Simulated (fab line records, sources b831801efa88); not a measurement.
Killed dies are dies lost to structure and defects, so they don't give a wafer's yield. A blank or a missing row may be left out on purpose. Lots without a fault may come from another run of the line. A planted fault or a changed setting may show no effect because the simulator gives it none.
One fault seen from 2 desks | flow gf180mcu | each desk has only its own numbers; what lay behind them comes last

THE TOOL OWNER'S DESK: pvd_sputter-01
The tool's own readings at GF_M2_SPUTTER_04 (material TiN, target thk 50 nm, time 41.7 s): means of the sampled wafers that have a number, for each lot that ran on this tool. A lot is out of limits, marked OUT, if its mean lies more than 4 standard deviations from the usual mean; the brackets give that distance.
Columns: A = throttle_valve_pct at GF_M2_SPUTTER_04, usual 30.0 %
lot  | first seen here | A
L685 | day 18 09:36    | 30.4
L697 | day 23 08:40    | 30.9
L699 | day 24 05:25    | 30.3
L708 | day 26 14:11    | 30.5
This desk's finding: nothing out of limits on any of the 4 lots.

THE METROLOGY DESK
What the gauges read, lot by lot, whatever tool the lot ran on: means of the sampled wafers that have a number. A lot is out of limits, marked OUT, if its mean lies more than 4 standard deviations from the usual mean; the brackets give that distance.
Columns: A = cd_nm at GF_V1_CD_MEAS_14, usual 260.3 nm; B = M2_ALCU_RS at GF_M2_RS_MEAS_05, usual 0.0696 ohm/sq; C = M2_ALCU_THK at GF_M2_THK_MEAS_06, usual 452 nm
lot  | first seen here | A     | B      | C
L685 | day 18 07:52    | 259.5 | 0.0688 | 459
L686 | day 18 13:48    | 259.0 | 0.0698 | 449
L687 | day 19 01:53    | 260.6 | 0.0693 | 453
L688 | day 19 07:04    | 257.2 | 0.0692 | 452
L689 | day 19 21:16    | 258.0 | 0.0689 | 454
L690 | day 20 08:13    | 260.2 | 0.0696 | 452
L697 | day 23 06:58    | 261.8 | 0.0692 | 448
L699 | day 24 03:07    | 261.9 | 0.0694 | 444
L704 | day 25 05:14    | 260.9 | 0.0701 | 451
L706 | day 25 17:16    | 260.4 | 0.0698 | 449
L707 | day 26 00:19    | 261.3 | 0.0695 | 455
L708 | day 26 12:06    | 259.4 | 0.0706 | 449
This desk's finding: nothing out of limits on any of the 12 lots.

PUT TOGETHER
The tool owner's desk saw nothing out of limits.
The metrology desk saw nothing out of limits.

WHAT THE SIMULATOR HAD PUT IN
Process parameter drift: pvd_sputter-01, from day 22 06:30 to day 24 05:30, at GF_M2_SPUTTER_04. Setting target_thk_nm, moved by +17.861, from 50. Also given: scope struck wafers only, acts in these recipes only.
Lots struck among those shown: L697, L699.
